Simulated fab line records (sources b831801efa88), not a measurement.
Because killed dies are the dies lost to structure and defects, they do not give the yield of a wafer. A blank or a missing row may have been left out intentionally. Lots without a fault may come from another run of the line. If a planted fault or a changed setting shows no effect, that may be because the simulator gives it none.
Which of the tools did it?	flow sky130	6 lots (18 wafers sampled), 1 step of a 708-step route

## WHAT THE GAUGES READ, wafer by wafer
SKY_METAL2_THK_MEAS_06: measures by xrf.
lot	measured	on	METAL2_ALCU_THK (nm)
L232	day 35 08:49	filmMetro-03	252.8 252.1 255.2
L234	day 35 17:28	filmMetro-04	255.7 255.3 253.0
L243	day 38 21:22	filmMetro-03	251.5 252.9 255.4
L245	day 39 01:36	filmMetro-02	258.0 256.9 258.9
L247	day 39 15:36	filmMetro-02	258.7 260.5 262.6
L250	day 40 13:01	filmMetro-02	254.6 255.2 257.2

## TOOL THAT RAN EACH LOT (tool first, then ch and the chambers of the sampled wafers, then the start)
The record shows no process step preceding these readings.

## THE ANSWER, worked out from the rows above alone
Rule: usual is defined by the lots themselves. Put in order of their means at a reading, lots are off if they are a third of the lots or fewer, leave a main group of 4 or more, and stand apart from it by a gap of 3 or more times the standard deviation of the main group's means; of several such gaps the widest counts. A main group whose means are all the same, to the digits that the tables above print for the reading, isn't used. A lot without any number at a reading at which 4 lots or more have one is off too. All remaining lots with rows at the step are treated as sound.
Across all readings shown, no lot is off: no conclusion can be drawn from this.

## WHAT WAS PUT IN BY THE SIMULATOR
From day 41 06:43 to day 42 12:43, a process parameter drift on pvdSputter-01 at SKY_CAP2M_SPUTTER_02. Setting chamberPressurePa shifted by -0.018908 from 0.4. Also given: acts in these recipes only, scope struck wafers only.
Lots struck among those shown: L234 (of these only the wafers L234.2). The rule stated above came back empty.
